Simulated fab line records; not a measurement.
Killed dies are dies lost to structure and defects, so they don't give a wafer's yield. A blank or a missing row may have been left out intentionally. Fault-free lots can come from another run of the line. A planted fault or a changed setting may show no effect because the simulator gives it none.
Struck lot and sound lot, side by side | flow sky130 | 15 out of 708 route steps
Sound: wafers L688.2, L688.5, L688.6. Wafers struck: L694.1, L694.3, L694.5. At the end, the cause is stated.
Each step with rows lists, per side, the tool, then ch with its chambers, then its first start. Under that, the readings that differ: sound wafers | struck wafers | difference of the means | sigmas: that difference in standard deviations of wafers without a fault.
alike: words and numbers the same on both sides, and readings whose means are apart by under 2 such deviations; not compared: readings that were withheld, readings missing a value for some wafer, numbers with overlapping values and no deviation given by the record, and bounds like >300 which may hide the same value.
A row with sigmas, a row that says differs or no value, or rows on one side alone: a step with any of these is where the two part. Numbers that have no deviation but don't overlap get no sigmas and don't part them. A reading that every wafer of one side lacks parts them only if that side has two wafers or more.

SKY_CAP2M_METAL_ETCH_13: etches TiN in Cl2/BCl3, stops on SiO2, target depth 220 nm, time 62.9 s.
  sound on rie_metal-01 ch 0,1, day 42 03:34; struck on rie_metal-02 ch 0,1, day 44 04:22
  alike: drypump_motor_current_A, oes_product_au, throttle_valve_pct
  not compared: rf_hours_counter_h
SKY_CAP2M_STRIP_14: strips in O2/N2.
  sound on plasma_asher-04 ch 0,1, day 42 03:39; struck on plasma_asher-04 ch 0,1, day 44 04:27
  alike: drypump_motor_current_A, oes_product_au, strip_time_to_endpoint_s
  not compared: rf_hours_counter_h
then, 10 steps without rows for these wafers: SKY_CAP2M_STRIP_15 (strips in post etch residue remover, time 1200 s); SKY_CAP2M_CLEAN_16 (cleans in IPA, time 180 s); SKY_CAP2M_CLEAN_17 (cleans in O3/DIW); SKY_METAL4_DEHYDRATE_05 (time 60 s); SKY_METAL4_HMDS_06 (prime time 60 s); SKY_METAL4_COAT_07 (resist thk 60 nm); SKY_METAL4_COAT_08 (resist thk 1140 nm); SKY_METAL4_SOFTBAKE_09 (time 90 s); SKY_METAL4_EXPOSE_10 (exposes mask MM4, target cd 300 nm); SKY_METAL4_PEB_11.
SKY_METAL4_DEVELOP_12: develop time 60 s.
  sound on litho_track-02 ch 0, day 43 02:00; struck on litho_track-02 ch 0, day 45 02:00
  reading              | sound             | struck            | difference | sigmas
  developer_temp_C (C) | 21.10 21.08 21.21 | 20.16 20.35 20.22 | -0.89      | -7
SKY_METAL4_CD_MEAS_13: target cd 300 nm.
  struck on cd_sem-02, day 45 02:23; sound on cd_sem-02, day 43 03:08
  alike: cd_nm
SKY_PAD_OPEN_PROBE_99:
  the record holds rows for the sound wafers here (prober-02, day 46 23:52) but none for the struck ones

== WHERE THEY PART ==
First at SKY_METAL4_DEVELOP_12; last, within this record, at SKY_PAD_OPEN_PROBE_99.

WHY: the cause the simulator had injected
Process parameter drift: litho_track-02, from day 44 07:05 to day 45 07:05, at SKY_METAL4_DEVELOP_12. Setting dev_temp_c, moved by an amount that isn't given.
